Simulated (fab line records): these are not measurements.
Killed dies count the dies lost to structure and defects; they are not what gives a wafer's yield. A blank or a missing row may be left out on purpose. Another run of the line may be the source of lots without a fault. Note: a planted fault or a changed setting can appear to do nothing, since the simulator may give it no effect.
One fault seen from 2 desks || flow sky130 || each desk has only its own numbers; what lay behind them comes last

DESK OF THE TOOL OWNER: litho-track-03
The tool's own readings at SKY_LDD_HVP_COAT_02 (resist thk 300 nm): means of the sampled wafers that have a number, for each lot that ran on this tool. If a lot's mean is further than 4 standard deviations from the usual mean, the lot is out of limits and carries the mark OUT (the distance appears in the brackets).
Columns: A = chill-plate-temp-C at SKY_LDD_HVP_COAT_02, usual 23.00 C
{"lot": "L680", "first seen here": "day 26 13:38", "A": 23.02}
{"lot": "L681", "first seen here": "day 26 22:40", "A": 22.87}
{"lot": "L683", "first seen here": "day 27 04:44", "A": 22.98}
Finding of this desk: none of the 3 lots has anything out of limits.

FROM THE METROLOGY DESK
What the gauges read for every lot (on any tool): the sampled wafers with a number, averaged. If a lot's mean is further than 4 standard deviations from the usual mean, the lot is out of limits and carries the mark OUT (the distance appears in the brackets).
Columns: A = SONOS_TUNNEL_TW at SKY_SONOS_TUNNEL_TW_MEAS_12, usual 197.5; B = LDD_LDN_OVL at SKY_LDD_LDN_OVL_MEAS_07, usual -0.2 nm
{"lot": "L667", "first seen here": "day 11 19:44", "A": 198.3, "B": -0.1}
{"lot": "L668", "first seen here": "day 12 02:43", "A": 195.2, "B": 0.9}
{"lot": "L671", "first seen here": "day 13 03:12", "A": 197.8, "B": -2.0}
{"lot": "L672", "first seen here": "day 13 15:08", "A": 195.7, "B": 0.3}
{"lot": "L674", "first seen here": "day 14 01:52", "A": 194.7, "B": 0.7}
{"lot": "L676", "first seen here": "day 14 22:35", "A": 194.5, "B": -0.9}
{"lot": "L680", "first seen here": "day 16 12:21", "A": 196.4, "B": -0.2}
{"lot": "L681", "first seen here": "day 16 21:56", "A": 196.1, "B": -0.8}
{"lot": "L683", "first seen here": "day 17 03:02", "A": 199.0, "B": 0.1}
{"lot": "L687", "first seen here": "day 18 14:43", "A": 201.3, "B": 0.9}
{"lot": "L688", "first seen here": "day 18 19:13", "A": 201.5, "B": -1.5}
{"lot": "L689", "first seen here": "day 19 01:52", "A": 198.1, "B": -2.2}
Finding of this desk: none of the 12 lots has anything out of limits.

TAKEN TOGETHER
Nothing out of limits was seen by the tool owner's desk.
The metrology desk saw nothing out of limits.

WHAT THE SIMULATOR PUT IN
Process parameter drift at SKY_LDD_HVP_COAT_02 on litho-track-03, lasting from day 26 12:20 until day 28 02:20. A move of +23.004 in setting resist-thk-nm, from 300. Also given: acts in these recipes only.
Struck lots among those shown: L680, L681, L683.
